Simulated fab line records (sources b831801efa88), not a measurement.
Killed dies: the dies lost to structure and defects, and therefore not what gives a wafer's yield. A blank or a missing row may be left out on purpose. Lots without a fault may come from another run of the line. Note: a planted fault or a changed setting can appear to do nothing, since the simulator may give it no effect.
Struck lot and sound lot, side by side | flow sky130 | 32 steps out of a route of 708
Sound: wafers L327.1, L327.5, L327.6. Struck: wafers L340.1, L340.2. (L340.3 of the same lot was not struck and is left out.) The cause comes at the end.
Each step with rows lists, per side, the tool, then ch with its chambers, then its first start. Under that, the readings that differ: sound wafers | struck wafers | difference of the means | sigmas: that difference in standard deviations of wafers without a fault.
alike: words and numbers the same on both sides, and readings whose means are apart by under 2 such deviations; not compared: readings that were withheld, readings missing a value for some wafer, numbers with overlapping values and no deviation given by the record, and bounds like >300 which may hide the same value.
A row with sigmas, a row that says differs or no value, or rows on one side alone: a step with any of these is where the two part. Numbers that have no deviation but don't overlap get no sigmas and don't part them. A reading missing from all wafers of one side parts the sides only when that side holds two or more wafers.

SKY_CONTACT_ETCH_18: etches Si3N4 in CHF3/O2, stops on TiN, time 39 s, target depth 75 nm.
  sound: rie-diel-03 ch 0,1,3; struck: rie-diel-02 ch 0,2
  alike: drypump-motor-current-A, oes-product-au, throttle-valve-pct
  not compared: rf-hours-counter-h
SKY_CONTACT_STRIP_19: strips in O2/N2.
  sound on plasma-asher-02 ch 0,1, day 34 15:24; struck on plasma-asher-01 ch 0,1, day 38 05:40
  alike: drypump-motor-current-A, oes-product-au, strip-time-to-endpoint-s
  not compared: rf-hours-counter-h
then, 4 steps without rows for these wafers: SKY_CONTACT_STRIP_20 (strips in post etch residue remover, time 1200 s); SKY_CONTACT_CLEAN_21 (cleans in IPA, time 180 s); SKY_CONTACT_CLEAN_22 (cleans in O3/DIW); SKY_CONTACT_SPUTTER_23 (material TiN, target thk 20 nm, time 80 s).
SKY_CONTACT_CVD_24: deposits W, target thk 340 nm, time 102.12 s.
  sound on cvd-w-01 ch 0,1, day 34 16:07; struck on cvd-w-01 ch 0,1, day 38 06:23
  alike: heater-power-w
SKY_CONTACT_RS_MEAS_25: uses a four-point probe to measure.
  sound on film-metro-03, day 34 16:13; struck on film-metro-03, day 38 06:29
  alike: CONTACT_W_RS
SKY_CONTACT_THK_MEAS_26: measures by xrf.
  sound on film-metro-03, day 34 16:20; struck on film-metro-03, day 38 06:37
  alike: CONTACT_W_THK
then, 3 steps without rows for these wafers: SKY_CONTACT_CMP_27 (polishes, stops on SiO2, t overpolish 15 s, target thk 0 nm); SKY_METAL1_SPUTTER_00 (material Ti, target thk 15 nm, time 10 s); SKY_METAL1_SPUTTER_01 (material TiN, target thk 20 nm, time 16.7 s).
SKY_METAL1_SPUTTER_02: material AlCu, target thk 250 nm, time 13.3 s.
  sound on pvd-sputter-01, day 34 16:55; struck on pvd-sputter-01, day 38 07:01
  reading                                     | sound             | struck    | difference | sigmas
  model.AlCu_of_METAL1_SPUTTER_02.thk-nm (nm) | 247.1 247.4 246.8 | 136.9 137 | -110.2     |
  alike: throttle-valve-pct
then, 2 steps without rows for these wafers: SKY_METAL1_SPUTTER_03 (material Ti, target thk 5 nm, time 3.3 s); SKY_METAL1_SPUTTER_04 (material TiN, target thk 70 nm, time 58.3 s).
SKY_METAL1_RS_MEAS_05: uses a four-point probe to measure.
  sound on film-metro-04, day 34 17:01; struck on film-metro-04, day 38 07:07
  reading                 | sound                | struck        | difference | sigmas
  METAL1_ALCU_RS (ohm/sq) | 0.1283 0.1282 0.1285 | 0.2376 0.2382 | +0.1096    | +99 or more
SKY_METAL1_THK_MEAS_06: measures by xrf.
  sound on film-metro-04, day 34 17:08; struck on film-metro-04, day 38 07:14
  reading              | sound             | struck      | difference | sigmas
  METAL1_ALCU_THK (nm) | 245.9 247.9 246.4 | 136.7 136.5 | -110.1     | -50
then, 8 steps without rows for these wafers: SKY_METAL1_DEHYDRATE_07 (time 60 s); SKY_METAL1_HMDS_08 (prime time 60 s); SKY_METAL1_COAT_09 (resist thk 60 nm); SKY_METAL1_COAT_10 (resist thk 450 nm); SKY_METAL1_SOFTBAKE_11 (time 90 s); SKY_METAL1_EXPOSE_12 (exposes mask MM1, target cd 140 nm); SKY_METAL1_PEB_13; SKY_METAL1_DEVELOP_14 (develop time 60 s).
SKY_METAL1_CD_MEAS_15 targets a cd of 140 nm.
  sound on cd-sem-02, day 35 19:41; struck on cd-sem-01, day 39 07:59
  alike: cd-nm
SKY_METAL1_OVL_MEAS_16:
  sound on overlay-02, day 35 19:48; struck on overlay-01, day 39 08:06
  alike: METAL1_OVL
SKY_METAL1_DESCUM_17: chemistry O2, time 8 s.
  sound on rie-metal-04 ch 0,1, day 35 19:50; struck on rie-metal-04 ch 0,1, day 39 08:08
  alike: drypump-motor-current-A, oes-product-au
  not compared: rf-hours-counter-h
then, 1 step without rows for these wafers: SKY_METAL1_ETCH_18 (etches BARC in N2/H2, stops on SiO2, time 45.9 s, target depth 60 nm).
SKY_METAL1_METAL_ETCH_19: etches the open film in Cl2/BCl3, stops on SiO2, target depth 360 nm, time 78 s.
  sound on rie-metal-04 ch 0,1, day 35 19:56; struck on rie-metal-04 ch 0,1, day 39 08:14
  reading               | sound             | struck      | difference | sigmas
  oes-product-au (a.u.) | 0.843 0.848 0.849 | 0.733 0.734 | -0.113     | -21
  alike: drypump-motor-current-A, mfc-cl2-sccm, throttle-valve-pct
  not compared: rf-hours-counter-h
SKY_METAL1_STRIP_20: strips in O2/N2.
  sound on plasma-asher-03 ch 0,1, day 35 20:02; struck on plasma-asher-03 ch 0,1, day 39 08:20
  alike: drypump-motor-current-A, oes-product-au, strip-time-to-endpoint-s
  not compared: rf-hours-counter-h
-- the record jumps here: 11 days lie between the struck wafers' starts before and after (it left off in module METAL1 and takes up again in module PAD_OPEN, whose first step shown is number 708 of the route) --
SKY_PAD_OPEN_PROBE_99:
  sound on prober-01, day 48 05:03; struck on prober-01, day 50 16:02
  reading                      | sound                | struck       | difference | sigmas
  model.etest.met1.line-ohm-um | 0.9378 0.8973 0.9499 | 1.724 1.661  | +0.764     |
  model.etest.met1.rs-ohm-sq   | 0.1299 0.1299 0.1286 | 0.2419 0.239 | +0.1110    |
  alike: defect-limited-yield, killed_at_M0_to_M3, killed_at_M4_up, killed-at-contacts, killed-at-front-end, killed-at-other, killed-dies, killed-on-rim, killed-open, killed-short, sort_bin_3_pad_short, sort_bin_5_function, sort_bin_6_memory, sort-n-pass, sort-yield-pct

== WHERE THEY PART ==
At SKY_METAL1_RS_MEAS_05 first; at SKY_METAL1_METAL_ETCH_19 last (within this record only). Later steps at which nothing parts them and some readings are alike: SKY_METAL1_STRIP_20, SKY_PAD_OPEN_PROBE_99.

WHY: whatever the simulator had introduced
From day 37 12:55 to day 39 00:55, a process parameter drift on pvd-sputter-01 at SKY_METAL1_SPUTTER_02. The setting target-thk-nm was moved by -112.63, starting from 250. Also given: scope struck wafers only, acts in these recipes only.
